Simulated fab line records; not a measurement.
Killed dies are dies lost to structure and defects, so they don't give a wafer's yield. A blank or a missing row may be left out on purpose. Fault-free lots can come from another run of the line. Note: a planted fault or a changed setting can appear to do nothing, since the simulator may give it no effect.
fab line records	flow sky130
[record] lots = 14	wafers = 42	last_day = 50
route steps=708 shown NWELL@67 VT_ADJUST_HVTP@93 VT_ADJUST_LVTN@114
lots that met no fault: taken from a fault-free run of the same line
start_h: start of the lot's first displayed wafer, in hours after the record's first day	wait_h: hours from the lot's prior step to this one	" as in the row above	L1.1+2: a single row standing in for several wafers	- no value present, or no start provided	* or withheld: withheld	< > ~ a bound
route shown NAME@n: a module of which the file shows steps, and the number in the route of the first	usual: average and standard deviation across the fault-free wafers	same: alike in all rows	chamber/n: place in a boat	sites: the reading at each site	_std_site: the standard deviation of these	_edge_site: inner sites' mean taken away from outer sites' mean	radius_mm: how far each site lies from the wafer's centre	mask NAME#n: copy n	behind: the last tool/chamber to shape the wafer	hold: the reason the lot was held/the length of the hold in hours/how it ended	device: names the non-switching transistor (n, p or np)	end of line: tests run on the same wafers once the route is complete	for a step that has no rows: nothing shown but its recipe	killed: dies that structure and defects cost at the first sort, which is not the same as the wafer's yield	map: the dies of a wafer, with x for killed, . for not killed, _ for no die there
set.NAME: setting as actually run; set.NAME@STEP: the setting as run at that earlier step	model.NAME: the simulator's own value behind a step, which no gauge read
one table for each step of the route and one row for each wafer, over a sample of lots
services: a tool's chamber out of use, with start hour (start_h, from the record's first day; less than 0 if before it), hours out, and reason
[[steps]]
[step SKY_NWELL_STRIP_14]
[recipe] chemistry = O2/N2	power_w = 1400	pressure_mtorr = 1500	platen_temp_c = withheld	o2_flow_sccm = 3000	n2_flow_sccm = 300	overash_fraction = 0.5
[usual] drypump_motor_current_A = 5.6/0.39	oes_product_au = 0.722/0.0049	strip_time_to_endpoint_s = 36.88/0.11
lot.wafer	tool	chamber	start_h	wait_h	drypump_motor_current_A	oes_product_au	rf_hours_counter_h	strip_time_to_endpoint_s
L284.2	plasma_asher-03	1	91.76	0.1	5.9	0.719	42	37.08
L284.3	"	0	"	"	6.0	0.713	-	36.99
L284.6	"	1	"	"	5.9	0.719	-	37.01
L285.3	plasma_asher-03	1	97.64	0.1	5.9	0.728	-	36.85
L285.4	"	0	"	"	6.0	0.712	-	36.88
L285.5	"	1	"	"	5.9	0.718	-	36.91
L287.1	plasma_asher-01	0	103.31	0.1	4.8	0.716	44	36.81
L287.2	"	1	"	"	5.4	0.729	44	36.83
L287.6	"	1	"	"	5.4	0.722	-	36.81
L288.1	plasma_asher-03	1	113.96	0.1	5.9	0.721	44	36.86
L288.3	"	1	"	"	5.8	0.722	-	36.89
L288.4	"	0	"	"	6.0	0.731	-	36.87
L289.2	plasma_asher-01	0	117.51	0.1	4.8	0.723	46	36.93
L289.4	"	0	"	"	4.8	0.717	-	37.00
L289.6	"	0	"	"	4.8	0.712	-	36.88
L295.2	plasma_asher-02	0	149.41	0.1	5.6	0.727	3	36.95
L295.5	"	1	"	"	5.8	0.726	-	37.00
L295.6	"	0	"	"	5.6	0.717	-	37.07
L296.2	plasma_asher-03	0	155.45	0.1	6.0	0.724	48	36.60
L296.3	"	1	"	"	5.8	0.724	-	36.75
L296.6	"	0	"	"	6.0	0.720	-	36.61
L300.1	plasma_asher-03	0	179.76	0.1	6.0	0.724	50	36.97
L300.2	"	1	"	"	5.9	0.721	50	36.95
L300.4	"	1	"	"	5.9	0.722	-	36.94
L301.2	plasma_asher-02	0	183.70	0.1	5.6	0.729	6	37.01
L301.4	"	0	"	"	5.6	0.723	-	36.94
L301.5	"	0	"	"	5.6	0.722	-	36.95
L302.1	plasma_asher-01	1	191.75	0.1	5.4	0.723	53	36.72
L302.4	"	1	"	"	5.4	0.723	-	36.81
L302.6	"	1	"	"	5.4	0.720	-	36.85
L303.1	plasma_asher-02	0	195.71	0.1	5.6	0.719	7	36.92
L303.5	"	0	"	"	5.6	0.715	-	36.95
L303.6	"	1	"	"	5.7	0.717	-	36.88
L304.1	plasma_asher-03	0	203.95	0.1	6.0	0.724	53	36.80
L304.2	"	1	"	"	5.8	0.723	53	36.97
L304.6	"	1	"	"	5.9	0.735	-	36.89
L305.2	plasma_asher-03	0	209.16	0.1	6.0	0.728	53	36.67
L305.3	"	1	"	"	5.9	0.727	-	36.76
L305.5	"	1	"	"	5.9	0.714	-	36.68
L306.2	plasma_asher-02	0	210.96	0.1	5.6	0.731	9	36.82
L306.3	"	0	"	"	5.6	0.724	-	36.92
L306.4	"	1	"	"	5.8	0.719	-	36.94
[step SKY_NWELL_TW_MEAS_15]
[usual] NWELL_TW = 1806/18
lot.wafer	tool	chamber	start_h	wait_h	NWELL_TW
L284.2	film_metro-01	-	91.87	0.1	1806
L284.3	"	-	"	"	1806
L284.6	"	-	"	"	1798
L285.3	film_metro-04	-	97.73	0.1	1794
L285.4	"	-	"	"	1805
L285.5	"	-	"	"	1792
L287.1	film_metro-04	-	103.41	0.1	1805
L287.2	"	-	"	"	1800
L287.6	"	-	"	"	1799
L288.1	film_metro-01	-	114.06	0.1	1791
L288.3	"	-	"	"	1798
L288.4	"	-	"	"	1792
L289.2	film_metro-02	-	117.62	0.1	1828
L289.4	"	-	"	"	1820
L289.6	"	-	"	"	1817
L295.2	film_metro-02	-	149.52	0.1	1823
L295.5	"	-	"	"	1824
L295.6	"	-	"	"	1821
L296.2	film_metro-02	-	155.56	0.1	1836
L296.3	"	-	"	"	1828
L296.6	"	-	"	"	1836
L300.1	film_metro-01	-	179.86	0.1	1795
L300.2	"	-	"	"	1803
L300.4	"	-	"	"	1792
L301.2	film_metro-02	-	183.81	0.1	1830
L301.4	"	-	"	"	1830
L301.5	"	-	"	"	1833
L302.1	film_metro-02	-	191.85	0.1	1827
L302.4	"	-	"	"	1835
L302.6	"	-	"	"	1831
L303.1	film_metro-01	-	195.81	0.1	1775
L303.5	"	-	"	"	1784
L303.6	"	-	"	"	1773
L304.1	film_metro-01	-	204.06	0.1	1773
L304.2	"	-	"	"	1776
L304.6	"	-	"	"	1778
L305.2	film_metro-01	-	209.27	0.1	1780
L305.3	"	-	"	"	1789
L305.5	"	-	"	"	1792
L306.2	film_metro-01	-	211.07	0.1	1784
L306.3	"	-	"	"	1793
L306.4	"	-	"	"	1799
[step SKY_VT_ADJUST_HVTP_OVL_MEAS_08]
[usual] VT_ADJUST_HVTP_OVL = -1.8/1.5
lot.wafer	tool	chamber	start_h	wait_h	VT_ADJUST_HVTP_OVL[nm]
L284.2	overlay-01	-	128.40	0.1	-1.1
L284.3	"	-	"	"	-2.1
L284.6	"	-	"	"	-2.2
L285.3	overlay-02	-	134.90	0.1	-3.2
L285.4	"	-	"	"	-1.3
L285.5	"	-	"	"	-2.5
L287.1	overlay-01	-	140.59	0.1	-3.6
L287.2	"	-	"	"	-2.3
L287.6	"	-	"	"	-1.1
L288.1	overlay-02	-	152.09	0.1	-3.6
L288.3	"	-	"	"	-4.9
L288.4	"	-	"	"	-2.9
L289.2	overlay-01	-	156.25	0.1	-0.6
L289.4	"	-	"	"	-2.4
L289.6	"	-	"	"	0.1
L295.2	overlay-02	-	191.45	0.1	-1.2
L295.5	"	-	"	"	-0.4
L295.6	"	-	"	"	-0.9
L296.2	overlay-01	-	197.40	0.1	0.6
L296.3	"	-	"	"	0.6
L296.6	"	-	"	"	0.6
L300.1	overlay-02	-	222.34	0.1	-1.5
L300.2	"	-	"	"	1.5
L300.4	"	-	"	"	-1.3
L301.2	overlay-02	-	227.62	0.1	-1.1
L301.4	"	-	"	"	-1.4
L301.5	"	-	"	"	-1.8
L302.1	overlay-02	-	237.19	0.1	-3.1
L302.4	"	-	"	"	-4.2
L302.6	"	-	"	"	-4.1
L303.1	overlay-02	-	239.72	0.1	-3.9
L303.5	"	-	"	"	-5.0
L303.6	"	-	"	"	-5.2
L304.1	overlay-02	-	249.69	0.1	-2.9
L304.2	"	-	"	"	-2.1
L304.6	"	-	"	"	-0.8
L305.2	overlay-02	-	254.70	0.1	-2.7
L305.3	"	-	"	"	-2.9
L305.5	"	-	"	"	-3.7
L306.2	overlay-02	-	258.03	0.1	-1.8
L306.3	"	-	"	"	-2.5
L306.4	"	-	"	"	-1.0
[step SKY_VT_ADJUST_LVTN_DEVELOP_17]
[recipe] resist = NOVOLAK	developer = TMAH	develop_time_s = 60	dev_temp_c = 23
[usual] resist_line_temp_C = 22.99/0.096
lot.wafer	tool	chamber	start_h	wait_h	resist_line_temp_C
L284.2	litho_track-02	0	167.74	0.1	22.98
L284.3	"	0	"	"	23.16
L284.6	"	0	"	"	23.20
L285.3	litho_track-02	0	174.96	0.1	23.00
L285.4	"	0	"	"	23.04
L285.5	"	0	"	"	22.82
L287.1	litho_track-02	0	180.91	0.1	22.97
L287.2	"	0	"	"	22.90
L287.6	"	0	"	"	23.08
L288.1	litho_track-04	0	193.30	0.1	22.93
L288.3	"	0	"	"	23.09
L288.4	"	0	"	"	22.94
L289.2	litho_track-04	0	198.23	0.1	22.96
L289.4	"	0	"	"	23.08
L289.6	"	0	"	"	23.11
L295.2	litho_track-04	0	235.03	0.1	22.95
L295.5	"	0	"	"	23.00
L295.6	"	0	"	"	22.88
L296.2	litho_track-04	0	241.73	0.1	22.84
L296.3	"	0	"	"	23.03
L296.6	"	0	"	"	22.98
L300.1	litho_track-02	0	268.96	0.1	22.83
L300.2	"	0	"	"	22.79
L300.4	"	0	"	"	22.92
L301.2	litho_track-01	0	274.69	0.1	22.98
L301.4	"	0	"	"	22.94
L301.5	"	0	"	"	23.02
L302.1	litho_track-01	0	285.67	0.1	23.09
L302.4	"	0	"	"	23.00
L302.6	"	0	"	"	22.92
L303.1	litho_track-01	0	288.07	0.1	22.98
L303.5	"	0	"	"	23.02
L303.6	"	0	"	"	23.10
L304.1	litho_track-01	0	298.12	0.1	23.10
L304.2	"	0	"	"	23.01
L304.6	"	0	"	"	23.13
L305.2	litho_track-02	0	304.44	0.1	22.93
L305.3	"	0	"	"	23.01
L305.5	"	0	"	"	23.10
L306.2	litho_track-02	0	308.19	0.1	23.22
L306.3	"	0	"	"	23.06
L306.4	"	0	"	"	23.07
[step SKY_VT_ADJUST_LVTN_OVL_MEAS_18]
[usual] VT_ADJUST_LVTN_01_OVL = -0.1/1.2
lot.wafer	tool	chamber	start_h	wait_h	VT_ADJUST_LVTN_01_OVL[nm]
L284.2	overlay-01	-	167.87	0.1	-2.1
L284.3	"	-	"	"	1.3
L284.6	"	-	"	"	0.3
L285.3	overlay-01	-	175.08	0.1	-0.2
L285.4	"	-	"	"	1.1
L285.5	"	-	"	"	-1.3
L287.1	overlay-02	-	181.06	0.1	1.0
L287.2	"	-	"	"	2.1
L287.6	"	-	"	"	1.7
L288.1	overlay-02	-	193.45	0.1	0.3
L288.3	"	-	"	"	0.3
L288.4	"	-	"	"	1.1
L289.2	overlay-01	-	198.36	0.1	0.9
L289.4	"	-	"	"	0.8
L289.6	"	-	"	"	0.7
L295.2	overlay-02	-	235.16	0.1	-
L295.5	"	-	"	"	-
L295.6	"	-	"	"	0.1
L296.2	overlay-02	-	241.86	0.1	-
L296.3	"	-	"	"	-0.9
L296.6	"	-	"	"	-0.9
L300.1	overlay-02	-	269.13	0.1	-2.0
L300.2	"	-	"	"	-1.2
L300.4	"	-	"	"	-1.8
L301.2	overlay-02	-	274.83	0.1	0.0
L301.4	"	-	"	"	0.5
L301.5	"	-	"	"	0.8
L302.1	overlay-02	-	285.82	0.1	0.4
L302.4	"	-	"	"	0.5
L302.6	"	-	"	"	-0.4
L303.1	overlay-02	-	288.22	0.1	-0.6
L303.5	"	-	"	"	-1.6
L303.6	"	-	"	"	-1.2
L304.1	overlay-02	-	298.27	0.1	-0.7
L304.2	"	-	"	"	-2.2
L304.6	"	-	"	"	-2.5
L305.2	overlay-02	-	304.57	0.1	1.5
L305.3	"	-	"	"	0.4
L305.5	"	-	"	"	0.2
L306.2	overlay-02	-	308.32	0.1	-0.5
L306.3	"	-	"	"	-0.1
L306.4	"	-	"	"	0.6
[step SKY_VT_ADJUST_LVTN_TW_MEAS_21]
[usual] VT_ADJUST_LVTN_2_TW = 184.9/0.85
lot.wafer	tool	chamber	start_h	wait_h	VT_ADJUST_LVTN_2_TW
L284.2	film_metro-03	-	168.16	0.1	185.3
L284.3	"	-	"	"	184.8
L284.6	"	-	"	"	184.7
L285.3	film_metro-03	-	175.37	0.1	184.9
L285.4	"	-	"	"	185.6
L285.5	"	-	"	"	185.2
L287.1	film_metro-03	-	181.35	0.1	184.3
L287.2	"	-	"	"	185.4
L287.6	"	-	"	"	185.0
L288.1	film_metro-01	-	193.74	0.1	183.6
L288.3	"	-	"	"	183.2
L288.4	"	-	"	"	183.7
L289.2	film_metro-01	-	198.65	0.1	184.5
L289.4	"	-	"	"	184.0
L289.6	"	-	"	"	184.7
L295.2	film_metro-01	-	235.45	0.1	29.4
L295.5	"	-	"	"	29.3
L295.6	"	-	"	"	184.0
L296.2	film_metro-01	-	242.15	0.1	29.7
L296.3	"	-	"	"	185.3
L296.6	"	-	"	"	186.8
L300.1	film_metro-03	-	269.41	0.1	183.9
L300.2	"	-	"	"	183.1
L300.4	"	-	"	"	184.8
L301.2	film_metro-03	-	275.12	0.1	184.2
L301.4	"	-	"	"	184.0
L301.5	"	-	"	"	184.3
L302.1	film_metro-01	-	286.11	0.1	185.5
L302.4	"	-	"	"	185.6
L302.6	"	-	"	"	185.5
L303.1	film_metro-03	-	288.81	0.1	184.4
L303.5	"	-	"	"	185.2
L303.6	"	-	"	"	184.4
L304.1	film_metro-03	-	298.56	0.1	185.6
L304.2	"	-	"	"	185.0
L304.6	"	-	"	"	185.8
L305.2	film_metro-03	-	304.86	0.1	185.0
L305.3	"	-	"	"	185.2
L305.5	"	-	"	"	185.1
L306.2	film_metro-01	-	308.61	0.1	184.2
L306.3	"	-	"	"	185.2
L306.4	"	-	"	"	184.8
[[services]]
tool	chamber	start_h	hours	kind
plasma_asher-02	-	100.24	1.0	repair
plasma_asher-02	-	108.75	9.0	pm
plasma_asher-02	0	108.75	9.0	vent_cycle
plasma_asher-02	1	108.75	9.0	vent_cycle
plasma_asher-02	0	117.75	-	clean
plasma_asher-02	1	117.75	-	clean
[[key]]
[first_sign] step = SKY_VT_ADJUST_LVTN_OVL_MEAS_18	reading = VT_ADJUST_LVTN_01_OVL	direction = missing
[effect] step = SKY_VT_ADJUST_LVTN_TW_MEAS_21	reading = VT_ADJUST_LVTN_2_TW	direction = down	sigmas = 99+	usual = 184.9	struck = 29.5
met_at SKY_VT_ADJUST_LVTN_DEVELOP_17
struck_lots L295,L296
struck_wafers L295.2,L295.5,L296.2
sort_left_out L295.2,L295.5,L296.2
tester_left_out L295,L296
not_acting_at SKY_NWELL_STRIP_14,SKY_NWELL_TW_MEAS_15,SKY_VT_ADJUST_HVTP_OVL_MEAS_08
onset_between 198.23 235.03
[fault] kind = process_parameter_drift	tool = litho_track-04	chamber = -	onset_h = 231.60	steps = SKY_VT_ADJUST_LVTN_DEVELOP_17	channel = develop_time_s	offset = *	shape = step	end_h = 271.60	scope = struck_wafers_only	acts_in = *	stated = *
// tester_left_out: of these lots the tester's yield and bins aren't shown, on N5 and GAA mostly nor the transistor test; their killed dies are dies lost to structure and defects alone, not to doping, threshold or leakage, so they don't give the yield
// sort_left_out: the simulated sort isn't trusted on such a fault, so these wafers' sort isn't shown, and their yield isn't known
